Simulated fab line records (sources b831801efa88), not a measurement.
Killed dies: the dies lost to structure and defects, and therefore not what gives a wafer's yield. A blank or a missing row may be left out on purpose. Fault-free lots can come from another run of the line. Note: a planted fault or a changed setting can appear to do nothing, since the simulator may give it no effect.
A lot that was struck, set against a sound lot | flow sfq-line | 17 steps out of a route of 325
Sound: wafers L349.1, L349.4, L349.6. Struck: wafer L354.2 (left out: L354.4, L354.5 of the same lot, which were not struck); the cause appears at the end.
Per side, at each step with rows, come the tool, then ch with its chambers, and then its first start. Under that, the readings that differ: sound wafers | struck wafers | difference of the means | sigmas: that difference in standard deviations of wafers without a fault.
alike: readings whose means differ by less than 2 such deviations, and words and numbers that are the same on both sides. not compared: withheld readings, readings that some wafer has no value for, bounds like >300 that may hide the same value, and numbers for which the record gives no deviation and whose values overlap.
Wherever a step has rows on one side only, a row that says differs or no value, or a row with sigmas, the two part there. Non-overlapping numbers with no deviation appear without sigmas and do not part them. Lack of a reading on every wafer of one side parts them only where that side has two or more wafers.

SFQ_TRILAYER_I7_VIA_STRIP_STRIP_191: strips in O2.
  sound on rie-metal-01 ch 0, day 85 10:06; struck on rie-metal-03 ch 1, day 86 07:42
  alike: drypump-motor-current-A, oes-product-au
  not compared: rf-hours-counter-h
then, 8 steps without rows for these wafers: SFQ_TRILAYER_I7_VIA_STRIP_SOLV_CLEAN_192 (cleans in NMP, time 600 s); SFQ_TRILAYER_M8_LITHO_LOR_COAT_197; SFQ_TRILAYER_M8_LITHO_LOR_BAKE_198; SFQ_TRILAYER_M8_LITHO_COAT_193 (resist thk 600 nm); SFQ_TRILAYER_M8_LITHO_SOFTBAKE_199; SFQ_TRILAYER_M8_LITHO_EXPOSE_194 (exposes mask M8, target cd 2000 nm); SFQ_TRILAYER_M8_LITHO_PEB_196 (peb time 60 s); SFQ_TRILAYER_M8_LITHO_DEVELOP_195 (img clear 15 s, time 55 s).
SFQ_M8_OVL_MEAS_948:
  struck on overlay-01, day 86 13:31; sound on overlay-01, day 85 18:18
  alike: M8_OVL
then, 2 steps without rows for these wafers: SFQ_TRILAYER_M8_DEP_EVAP_197 (material Ti, target thk 20 nm, time 100 s); SFQ_TRILAYER_M8_DEP_EVAP_198 (material Pt, target thk 50 nm, time 250 s).
SFQ_TRILAYER_M8_DEP_EVAP_196: material Au, target thk 180 nm, time 900 s.
  struck on pvd-sputter-01, day 86 13:46; sound on pvd-sputter-02, day 85 18:34
  reading                                          | sound           | struck | difference | sigmas
  model.Au_of_TRILAYER_M8_DEP_EVAP_196.thk-nm (nm) | 177.4 179 177.5 | 209.3  | +31.3      |
SFQ_M8_RS_MEAS_949: the measuring method here is four-point-probe.
  struck on film-metro-04, day 86 14:18; sound on film-metro-04, day 85 19:05
  reading           | sound                | struck | difference | sigmas
  M8_AU_RS (ohm/sq) | 0.1556 0.1547 0.1554 | 0.1318 | -0.0234    | -16
SFQ_M8_THK_MEAS_950: measures by xrf.
  struck on film-metro-04, day 86 14:25; sound on film-metro-04, day 85 19:12
  reading        | sound             | struck | difference | sigmas
  M8_AU_THK (nm) | 180.0 181.0 179.3 | 211.9  | +31.8      | +12
then, 1 step without rows for these wafers: SFQ_TRILAYER_M8_LIFTOFF_LIFTOFF_197 (chemistry NMP, time 600 s).
SFQ_M8_BOW_MEAS_951:
  struck on film-metro-03, day 86 14:52; sound on film-metro-03, day 85 19:28
  reading                 | sound                | struck | difference | sigmas
  model.etest.i7.link-ohm | 1.052 1.047 1.043    | 1.03   | -0.02      |
  model.etest.m8.ohm-sq   | 0.1559 0.1546 0.1559 | 0.1322 | -0.0233    |
  alike: M8_BOW

WHERE THEY PART
Last at SFQ_M8_THK_MEAS_950 as far as this record goes, first at SFQ_M8_RS_MEAS_949. Later steps at which nothing parts them and some readings are alike: SFQ_M8_BOW_MEAS_951.

WHY: whatever the simulator had introduced
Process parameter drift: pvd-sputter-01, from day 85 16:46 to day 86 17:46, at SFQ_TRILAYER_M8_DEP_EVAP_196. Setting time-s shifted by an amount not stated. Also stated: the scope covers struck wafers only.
